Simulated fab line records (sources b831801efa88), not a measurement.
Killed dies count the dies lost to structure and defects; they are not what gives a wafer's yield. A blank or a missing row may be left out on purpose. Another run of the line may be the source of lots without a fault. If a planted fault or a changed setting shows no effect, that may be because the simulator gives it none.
Which tool is to blame? ; flow gf180mcu ; 18 wafers from 6 lots sampled at 3 of the route's 602 steps

## WHAT THE GAUGES READ, wafer by wafer
GF_MVSD_TW_MEAS_11.
lot;measured;on;MVSD_TW
L954;day 6 04:58;film_metro-03;1606 1607 1591
L957;day 6 22:40;film_metro-01;1433 1434 1448
L961;day 7 21:13;film_metro-01;1587 1583 1574
L963;day 8 08:26;film_metro-03;1589 1595 1577
L965;day 8 21:43;film_metro-04;1580 1584 1576
L969;day 9 19:35;film_metro-03;1590 1595 1597

## WHAT TOOL EACH LOT RAN ON (gives the tool, then ch and the chambers of the sampled wafers, and finally the start)
lot;GF_MVSD_IMPLANT_08;GF_MVSD_STRIP_10
L954;implanter-03 ch 0, day 6 04:35;plasma_asher-04 ch 0, day 6 04:52
L957;implanter-03 ch 0, day 6 22:16;plasma_asher-02 ch 0,1, day 6 22:34
L961;implanter-02 ch 0, day 7 20:50;plasma_asher-04 ch 0,1, day 7 21:07
L963;implanter-02 ch 0, day 8 08:03;plasma_asher-04 ch 0,1, day 8 08:19
L965;implanter-04 ch 0, day 8 21:17;plasma_asher-04 ch 0,1, day 8 21:34
L969;implanter-04 ch 0, day 9 19:11;plasma_asher-04 ch 0,1, day 9 19:28
- GF_MVSD_IMPLANT_08
- GF_MVSD_STRIP_10: strips in O2/N2.

## THE ANSWER, worked out from the rows above alone
Rule: the lots themselves supply what counts as usual. The widest of any qualifying gaps counts: lots, ordered by their means at a reading, are off when they make up no more than a third of the lots, leave a main group of 4 or more, and stand apart from it by 3 or more times the standard deviation of that group's means. If all means in a main group match to the digits the tables above print for the reading, that group is not used. Also off: a lot with no number at a reading for which 4 or more lots have one. All remaining lots with rows at the step are treated as sound.
Off: L957, at GF_MVSD_TW_MEAS_11 (MVSD_TW). Mean 1589 and standard deviation 8 in the main group.
If a tool, at a process step before that reading, ran all the lots that are off and no sound lot after the first of them, it fits. Those tools and the gauges at GF_MVSD_TW_MEAS_11 are tried in the same way. Can't be told from this: 2 tools fit, implanter-03 at GF_MVSD_IMPLANT_08, plasma_asher-02 at GF_MVSD_STRIP_10.

## WHAT WAS PUT IN BY THE SIMULATOR
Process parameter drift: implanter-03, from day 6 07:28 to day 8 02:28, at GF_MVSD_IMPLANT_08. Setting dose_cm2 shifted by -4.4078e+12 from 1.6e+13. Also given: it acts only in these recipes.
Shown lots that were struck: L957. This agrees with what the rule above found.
